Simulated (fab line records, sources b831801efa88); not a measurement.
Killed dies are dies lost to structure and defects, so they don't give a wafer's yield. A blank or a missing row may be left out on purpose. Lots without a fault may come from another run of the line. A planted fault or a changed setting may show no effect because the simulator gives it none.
A struck lot beside a sound one | flow sky130 | 36 steps out of a route of 708
Sound: wafers L637.1, L637.2, L637.4. Struck: wafers L646.1, L646.4, L646.6. The cause comes at the end.
At each step with rows: each side's tool, then ch and its chambers, then its first start. Under that, the readings that differ: sound wafers | struck wafers | difference of the means | sigmas: that difference in standard deviations of wafers without a fault.
alike: readings whose means differ by less than 2 such deviations, and words and numbers that are the same on both sides. not compared: withheld readings, readings that some wafer has no value for, bounds like >300 that may hide the same value, and numbers for which the record gives no deviation and whose values overlap.
The two part at a step that has a row with sigmas, a row that says differs or no value, or rows on one side only. Numbers that don't overlap but have no deviation are shown without sigmas and don't part them. A reading that every wafer of one side lacks parts them only if that side has two wafers or more.

first, 10 steps without rows for these wafers: SKY_GATE_OXIDE_COAT_05 (resist thk 1140 nm); SKY_GATE_OXIDE_SOFTBAKE_06 (time 60 s); SKY_GATE_OXIDE_EXPOSE_07 (exposes mask LVOM, target cd 600 nm); SKY_GATE_OXIDE_PEB_08; SKY_GATE_OXIDE_DEVELOP_09 (develop time 60 s); SKY_GATE_OXIDE_IMPLANT_11; SKY_GATE_OXIDE_WET_ETCH_12 (etches SiO2 in dHF, target depth 16.8 nm, time 336 s); SKY_GATE_OXIDE_STRIP_13 (strips in O2/N2); SKY_GATE_OXIDE_CLEAN_15 (cleans in SC1/SC2, time 150 s); SKY_GATE_OXIDE_OXIDATION_16 (stabilise 600 s, purge 300 s, target thk 3.57 nm).
SKY_POLY_GATE_CVD_00: deposits poly-Si, target thk 180 nm, time 720 s.
  sound on lpcvd-01 ch 0, day 15 21:08; struck on lpcvd-01 ch 0, day 19 04:04
  reading                                       | sound             | struck            | difference | sigmas
  pressure_mtorr (mTorr)                        | 199.9 200.4 199.8 | 240.0 239.4 239.6 | +39.6      | +99 or more
  model.poly-Si_of_POLY_GATE_CVD_00.thk_nm (nm) | 180.1 178.7 179.3 | 198.5 198.5 198.6 | +19.2      |
SKY_POLY_GATE_THK_MEAS_01:
  sound on film_metro-01, day 15 22:20; struck on film_metro-01, day 19 05:16
  reading                   | sound             | struck            | difference | sigmas
  POLY_GATE_CVD_00_THK (nm) | 180.1 178.6 179.1 | 198.6 198.6 198.6 | +19.3      | +10
then, 9 steps without rows for these wafers: SKY_RES_PROTECT_DEHYDRATE_00 (time 60 s); SKY_RES_PROTECT_HMDS_01 (prime time 60 s); SKY_RES_PROTECT_COAT_02 (resist thk 1140 nm); SKY_RES_PROTECT_SOFTBAKE_03 (time 60 s); SKY_RES_PROTECT_EXPOSE_04 (exposes mask RPM, target cd 1270 nm); SKY_RES_PROTECT_PEB_05; SKY_RES_PROTECT_DEVELOP_06 (develop time 60 s); SKY_POLY_GATE_IMPLANT_02; SKY_RES_PROTECT_STRIP_07 (strips in O2/N2).
SKY_RES_PROTECT_CLEAN_09: cleans in SC1/SC2, time 150 s.
  sound on wet_bench-02 ch 0, day 17 02:14; struck on wet_bench-02 ch 1, day 20 12:22
  reading                                       | sound             | struck            | difference | sigmas
  model.poly-Si_of_POLY_GATE_CVD_00.thk_nm (nm) | 179.5 178.1 178.6 | 197.9 197.9 197.9 | +19.2      |
  alike: temp_c
then, 11 steps without rows for these wafers: SKY_POLY_GATE_CVD_03 (deposits Si3N4 from DCS/NH3, target thk 75 nm, time 1290 s); SKY_POLY_GATE_DEHYDRATE_05 (time 60 s); SKY_POLY_GATE_HMDS_06 (prime time 60 s); SKY_POLY_GATE_COAT_07 (resist thk 110 nm); SKY_POLY_GATE_COAT_08 (resist thk 450 nm); SKY_POLY_GATE_SOFTBAKE_09 (time 90 s); SKY_POLY_GATE_EXPOSE_10 (exposes mask P1M, target cd 150 nm); SKY_POLY_GATE_PEB_11; SKY_POLY_GATE_DEVELOP_12 (develop time 60 s); SKY_POLY_GATE_ETCH_15 (etches BARC in N2/H2, stops on SiO2, time 118.5 s, target depth 110 nm); SKY_POLY_GATE_ETCH_16 (etches Si3N4 in CH3F/O2, stops on poly-Si, time 147.5 s, target depth 75 nm).
SKY_POLY_GATE_ETCH_17: etches poly-Si in HBr/Cl2, stops on SiO2, target depth 180 nm, time 70.5 s.
  sound on rie_si-01 ch 0,1,3, day 18 09:20; struck on rie_si-01 ch 2,3, day 21 21:05
  reading                               | sound             | struck            | difference | sigmas
  oes_product_au (a.u.)                 | 0.985 0.976 0.990 | 0.998 1.004 0.992 | +0.014     | +2
  model.etch.depth_nm (nm)              | 179.5 178.1 178.6 | 180.6 183.1 181   | +2.8       |
  model.POLY_GATE.feature_depth_nm (nm) | 179.5 178.1 178.7 | 180.6 183.1 181   | +2.8       |
  alike: chamber_pressure_mTorr, drypump_motor_current_A, throttle_valve_pct
  not compared: rf_hours_counter_h
then, 1 step without rows for these wafers: SKY_POLY_GATE_STRIP_18 (strips in O2/N2).
-- the record jumps here: 27 days lie between the struck wafers' starts before and after (it left off in module POLY_GATE and takes up again in module PAD_OPEN, whose first step shown is number 708 of the route) --
SKY_PAD_OPEN_PROBE_99:
  sound on prober-02, day 47 04:11; struck on prober-01, day 49 05:53
  reading                             | sound             | struck            | difference | sigmas
  model.etest.res_high_po.line_ohm_um | 744.4 761.3 761.9 | 707.5 703 709.2   | -49.3      |
  model.etest.res_poly.line_ohm_um    | 514.1 524.4 524.5 | 482.3 494.8 490.4 | -31.8      |
  model.etest.res_high_po.rs_ohm_sq   | 261.4 267.6 263.3 | 244 245 250.2     | -18        |
  model.etest.cap_li_to_poly.c_af_um2 | 98.92 97.42 100.5 | 101.5 103.3 109   | +5.7       |
  model.etest.res_poly.rs_ohm_sq      | 48.59 48.91 48.32 | 45.24 45.13 45.86 | -3.20      |
  alike: killed_at_M0_to_M3, killed_at_M4_up, killed_at_contacts, killed_at_front_end, killed_at_other, killed_dies, killed_open, killed_short
  not compared: model.etest.licon_high_po.rc_ohm

WHERE THEY PART
First at SKY_POLY_GATE_CVD_00; last, within this record, at SKY_POLY_GATE_ETCH_17. Later steps at which nothing parts them and some readings are alike: SKY_PAD_OPEN_PROBE_99.

WHY: what the simulator had put in
Process parameter drift: lpcvd-01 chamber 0, from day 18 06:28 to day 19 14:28, at SKY_POLY_GATE_CVD_00. Setting pressure_mtorr, moved by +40, from 200.
